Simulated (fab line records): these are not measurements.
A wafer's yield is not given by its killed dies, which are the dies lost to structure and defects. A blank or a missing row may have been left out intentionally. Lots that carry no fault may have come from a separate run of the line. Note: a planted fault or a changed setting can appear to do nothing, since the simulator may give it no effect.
fab line records    flow sky130    part 2 of 2: steps 44 to 44 of 44
record lots=6  wafers=18  last_day=50
route steps=708 shown VIA3@591 METAL4@598 CAP2M@603 PAD_OPEN@708
lots that met no fault: from a run of the same line without faults
start_h: start of the lot's first displayed wafer, in hours after the record's first day    wait_h: time in hours since the lot's previous step    " the same as in the row above    L1.1+2: a row that stands for several wafers    - no value, or no start was given    * or withheld: withheld    < > ~ a bound
route shown NAME@n: NAME is a module with steps in the file, n the number in the route of the first one    usual: the fault-free wafers' mean and standard deviation    same: alike in all rows    chamber/n: place in a boat    sites: readings site by site    _std_site: the standard deviation of these    _edge_site: mean of outer sites minus mean of inner sites    radius_mm: for every site, how far away it sits from the centre of the wafer    mask NAME#n: copy n    behind: the tool/chamber that last shaped the wafer    hold: what put the lot on hold/how long, in hours/how the hold closed    device: the transistor (n, p or np) that didn't switch    end of line: at the end of the route, the tests of the same wafers    for a step that has no rows: nothing shown but its recipe    killed: dies that structure and defects cost at the first sort, which is not the same as the wafer's yield    map: shows each die of a wafer: x if killed, . if not, _ if none is there
set.NAME: the run value of the setting; set.NAME@STEP: its run value at that earlier step    model.NAME: the simulator's own value behind a step, which no gauge read
lots at selected steps of the route; one table per step, one row per wafer
services: the hour from which a tool's chamber was out of use, counted from the record's first day as start_h (under 0 if before that day), plus the number of hours and why
## steps
# step SKY_PAD_OPEN_PROBE_99
# usual defect_limited_yield=82.5/1.7  killed_at_M0_to_M3=42/6.1  killed_at_M4_up=3.1/1.7  killed_at_contacts=24/5.5  killed_at_front_end=16/4.1  killed_at_other=0.3/0.57  killed_dies=86/8.2  killed_open=47/6.8  killed_short=38/5.8
# same gross_dies=492  killed_at_back_side=0
lot.wafer  tool       chamber  start_h  wait_h  defect_limited_yield[%]  killed_at_M0_to_M3  killed_at_M4_up  killed_at_contacts  killed_at_front_end  killed_at_other  killed_dies  killed_open  killed_short  model.etest.tester.sort_n_pass  model.etest.tester.sort_bin_5_pct  model.etest.tester.sort_yield_pct  model.etest.cap_mim2.bv_v  model.etest.cap_mim2.leak_log10_a_cm2  model.etest.cap_mim2.c_ff_um2  model.etest.tester.sort_bin_8_pct  model.etest.tester.sort_bin_4_pct
L936.1     prober-01  -        1117.39  0.1     83.9                     40                  4                18                  17                   0                79           41           38            413                             9.756                              83.94                              14.08                      -9.077                                 2.318                          0                                  0
L936.4     prober-01  -        1117.54  0.2     83.7                     41                  0                20                  19                   0                80           41           38            412                             9.756                              83.74                              14.31                      -9.268                                 2.278                          0                                  0
L936.6     prober-01  -        1117.64  0.2     80.9                     43                  2                31                  18                   0                94           58           36            398                             11.59                              80.89                              13.57                      -9.095                                 2.302                          0                                  0
L940.2     prober-01  -        1145.26  0.1     80.5                     43                  5                32                  16                   0                96           53           43            396                             9.959                              80.49                              13.63                      -8.841                                 2.38                           0                                  0
L940.3     prober-01  -        1145.31  0.2     81.9                     38                  4                29                  18                   0                89           47           41            403                             9.553                              81.91                              13.43                      -8.847                                 2.362                          0                                  0
L940.5     prober-01  -        1145.41  0.2     78.3                     53                  1                33                  19                   1                107          60           46            385                             13.62                              78.25                              13.69                      -9.207                                 2.329                          0                                  0
L941.1     prober-02  -        1150.86  0.1     81.7                     39                  1                28                  22                   0                90           55           34            402                             9.553                              81.71                              14.21                      -8.905                                 2.308                          0                                  0
L941.5     prober-02  -        1151.06  0.2     81.3                     43                  3                29                  17                   0                92           46           46            400                             9.553                              81.3                               14.2                       -9.067                                 2.236                          0                                  0
L941.6     prober-02  -        1151.11  0.2     85.6                     32                  1                22                  15                   1                71           39           32            421                             8.13                               85.57                              14.26                      -9.112                                 2.286                          0                                  0
L945.3     prober-02  -        1164.93  0.2     82.7                     39                  6                21                  19                   0                85           51           34            407                             9.756                              82.72                              13.71                      -9.087                                 2.346                          0                                  0
L945.4     prober-02  -        1164.98  0.2     80.3                     49                  4                25                  18                   1                97           61           35            395                             10.37                              80.28                              14.26                      -8.874                                 2.321                          0                                  0
L945.6     prober-02  -        1165.08  0.2     84.6                     29                  2                28                  17                   0                76           41           34            0                               93.09                              0                                  9.113                      -6.762                                 3.593                          2.879e-13                          0
L948.1     prober-01  -        1179.39  0.1     83.3                     44                  4                15                  19                   0                82           54           28            410                             9.756                              83.33                              13.73                      -8.916                                 2.421                          0                                  0
L948.2     prober-01  -        1179.44  0.1     79.9                     48                  3                31                  17                   0                99           43           56            393                             12.6                               79.88                              14.06                      -8.614                                 2.413                          0                                  0
L948.6     prober-01  -        1179.64  0.2     83.1                     40                  1                29                  13                   0                83           47           36            0                               92.48                              0                                  8.905                      -6.756                                 3.688                          2.886e-14                          2.769e-14
L952.2     prober-01  -        1196.86  0.1     84.8                     40                  3                21                  11                   0                75           39           36            417                             8.74                               84.76                              13.86                      -8.785                                 2.384                          0                                  0
L952.4     prober-01  -        1196.96  0.2     84.8                     36                  1                24                  12                   2                75           49           25            417                             9.553                              84.76                              13.64                      -8.692                                 2.396                          0                                  0
L952.5     prober-01  -        1197.01  0.2     82.7                     40                  5                19                  21                   0                85           50           34            407                             9.146                              82.72                              13.58                      -8.646                                 2.395                          0                                  0
# killed by level:class
L936.1 VIA2:geometric_particle:open=11 CONTACT:geometric_particle:open=7 METAL2:geometric_particle:short=6 FIELD_ISO:geometric_particle:short=5 LI_CONTACT:geometric_particle:open=4 CONTACT:geometric_particle:short=4 VIA1:geometric_particle:short=4 VIA3:geometric_particle:open=4
L936.4 VIA1:geometric_particle:open=11 CONTACT:geometric_particle:open=9 FIELD_ISO:geometric_particle:short=5 LI_CONTACT:geometric_particle:open=5 METAL1:geometric_particle:short=5 VIA2:geometric_particle:open=5 FIELD_ISO:geometric_particle:open=4 POLY_GATE:geometric_particle:short=4
L936.6 LI_CONTACT:geometric_particle:open=13 VIA2:geometric_particle:open=9 VIA1:geometric_particle:open=8 METAL2:geometric_particle:short=7 FIELD_ISO:geometric_particle:open=6 VIA3:geometric_particle:open=6 LOCAL_INTERCONNECT:geometric_particle:short=6 CONTACT:geometric_particle:open=5
L940.2 CONTACT:geometric_particle:open=12 LI_CONTACT:geometric_particle:open=8 METAL1:geometric_particle:short=7 VIA2:geometric_particle:open=6 VIA3:geometric_particle:open=6 VIA1:geometric_particle:short=5 VIA1:geometric_particle:open=5 POLY_GATE:geometric_particle:short=4
L940.3 CONTACT:geometric_particle:open=11 LI_CONTACT:geometric_particle:open=8 METAL1:geometric_particle:short=8 FIELD_ISO:geometric_particle:open=6 CONTACT:geometric_particle:short=6 VIA2:geometric_particle:open=6 VIA1:geometric_particle:open=5 VIA2:geometric_particle:short=5
L940.5 VIA1:geometric_particle:open=16 CONTACT:geometric_particle:open=12 CONTACT:geometric_particle:short=9 VIA1:geometric_particle:short=8 VIA2:geometric_particle:open=8 LI_CONTACT:geometric_particle:open=7 FIELD_ISO:geometric_particle:open=6 FIELD_ISO:geometric_particle:short=6
L941.1 FIELD_ISO:geometric_particle:open=9 LI_CONTACT:geometric_particle:open=9 CONTACT:geometric_particle:open=8 VIA1:geometric_particle:open=8 VIA3:geometric_particle:open=7 FIELD_ISO:geometric_particle:short=6 VIA2:geometric_particle:open=6 METAL1:geometric_particle:short=5
L941.5 CONTACT:geometric_particle:open=12 VIA1:geometric_particle:open=9 LOCAL_INTERCONNECT:geometric_particle:short=6 VIA2:geometric_particle:open=6 VIA3:geometric_particle:short=6 POLY_GATE:geometric_particle:short=4 POLY_GATE:geometric_particle:open=4 LI_CONTACT:geometric_particle:open=4
L941.6 CONTACT:geometric_particle:open=9 VIA1:geometric_particle:open=8 VIA2:geometric_particle:open=6 LI_CONTACT:geometric_particle:open=5 FIELD_ISO:geometric_particle:short=4 FIELD_ISO:geometric_particle:open=4 POLY_GATE:geometric_particle:short=4 CONTACT:geometric_particle:short=4
L945.3 VIA1:geometric_particle:open=15 LI_CONTACT:geometric_particle:open=7 CONTACT:geometric_particle:open=6 VIA3:geometric_particle:open=6 LOCAL_INTERCONNECT:geometric_particle:short=5 VIA1:geometric_particle:short=5 VIA2:geometric_particle:open=5 METAL4:geometric_particle:short=5
L945.4 VIA1:geometric_particle:open=22 CONTACT:geometric_particle:open=11 FIELD_ISO:geometric_particle:short=7 LOCAL_INTERCONNECT:geometric_particle:short=5 VIA3:geometric_particle:open=5 VIA2:geometric_particle:open=5 CONTACT:geometric_particle:short=4 FIELD_ISO:geometric_particle:open=3
L945.6 LI_CONTACT:geometric_particle:open=8 CONTACT:geometric_particle:open=7 VIA1:geometric_particle:open=6 LOCAL_INTERCONNECT:geometric_particle:short=5 POLY_GATE:geometric_particle:short=4 POLY_GATE:geometric_particle:open=4 METAL2:geometric_particle:short=4 VIA2:geometric_particle:short=4
L948.1 VIA1:geometric_particle:open=10 VIA2:geometric_particle:open=8 CONTACT:geometric_particle:open=7 POLY_GATE:geometric_particle:open=6 METAL1:geometric_particle:short=6 VIA3:geometric_particle:open=6 LI_CONTACT:geometric_particle:open=4 POLY_GATE:geometric_particle:short=3
L948.2 VIA1:geometric_particle:open=12 VIA1:geometric_particle:short=11 LI_CONTACT:geometric_particle:open=7 LI_CONTACT:geometric_particle:short=7 METAL2:geometric_particle:short=7 CONTACT:geometric_particle:open=7 LOCAL_INTERCONNECT:geometric_particle:short=6 FIELD_ISO:geometric_particle:short=5
L948.6 CONTACT:geometric_particle:open=11 VIA1:geometric_particle:open=10 LI_CONTACT:geometric_particle:open=8 METAL1:geometric_particle:short=6 CONTACT:geometric_particle:short=6 VIA3:geometric_particle:open=6 VIA1:geometric_particle:short=5 METAL2:geometric_particle:short=4
L952.2 VIA1:geometric_particle:open=11 CONTACT:geometric_particle:open=7 METAL2:geometric_particle:short=6 LI_CONTACT:geometric_particle:open=5 VIA3:geometric_particle:short=5 POLY_GATE:geometric_particle:short=4 LI_CONTACT:geometric_particle:short=4 LOCAL_INTERCONNECT:geometric_particle:short=3
L952.4 CONTACT:geometric_particle:open=14 VIA2:geometric_particle:open=11 VIA1:geometric_particle:open=9 FIELD_ISO:geometric_particle:open=5 LI_CONTACT:geometric_particle:short=5 VIA3:geometric_particle:open=4 CONTACT:geometric_particle:short=3 METAL2:geometric_particle:short=3
L952.5 VIA1:geometric_particle:open=10 POLY_GATE:geometric_particle:open=9 VIA2:geometric_particle:open=8 VIA3:geometric_particle:open=6 LI_CONTACT:geometric_particle:open=6 POLY_GATE:geometric_particle:short=4 LI_CONTACT:geometric_particle:short=4 CONTACT:geometric_particle:short=4
## services
tool            chamber  start_h  hours  kind
rie_diel-02     0        955.90   5.5    repair
cvd_w-02        1        959.67   11.6   repair
pvd_sputter-01  -        962.25   1.6    repair
pecvd-01        0        963.49   11.7   repair
rie_diel-01     1        965.38   9.6    repair
pvd_sputter-02  -        975.97   0.8    repair
pvd_sputter-01  -        979.80   2.3    repair
pvd_sputter-04  3        987.01   -      consumable_replace:kit
pvd_sputter-04  3        987.01   18.0   scheduled_down
pvd_sputter-04  3        987.01   18.0   vent_cycle
pvd_sputter-04  -        992.72   8.0    repair
rie_diel-03     2        1012.11  2.4    repair
cvd_w-02        -        1012.83  6.9    pm
rie_diel-01     2        1016.31  5.4    repair
rie_metal-03    -        1021.09  1.5    repair
rie_metal-02    -        1025.07  2.8    pm
cvd_w-01        -        1033.14  1.9    repair
rie_diel-01     0        1061.07  9.2    repair
rie_diel-03     1        1064.36  2.9    repair
pvd_sputter-01  -        1095.58  3.6    repair
rie_diel-02     0        1107.63  2.9    repair
cvd_w-01        -        1114.81  2.8    repair
pecvd-03        0        1115.82  2.2    repair
pecvd-03        2        1117.34  5.7    repair
## key
first_sign step=SKY_CAP2M_THK_MEAS_01  reading=CAP2M_CVD_00_THK  direction=down  sigmas=21  usual=15.51  struck=9.96
effect step=SKY_METAL4_ETCH_17  reading=oes_product_au  direction=down  sigmas=19  usual=0.755  struck=0.617
model_effect step=SKY_CAP2M_CVD_00  value=SiO2_of_CAP2M_CVD_00.thk_nm  without=15.46  struck=9.95
model_effect step=SKY_METAL4_ETCH_17  value=etch.depth_nm  without=15.46  struck=9.95
model_effect step=SKY_PAD_OPEN_PROBE_99  value=etest.tester.sort_n_pass  without=412.5  struck=0
met_at SKY_CAP2M_CVD_00
struck_wafers L945.6,L948.6
onset_between 1013.95 1037.21
fault kind=process_parameter_drift  tool=pecvd-03  chamber=-  onset_h=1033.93  steps=SKY_CAP2M_CVD_00  channel=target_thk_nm  offset=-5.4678  shape=step  end_h=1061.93  scope=struck_wafers_only  acts_in=these_recipes_only  stated=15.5
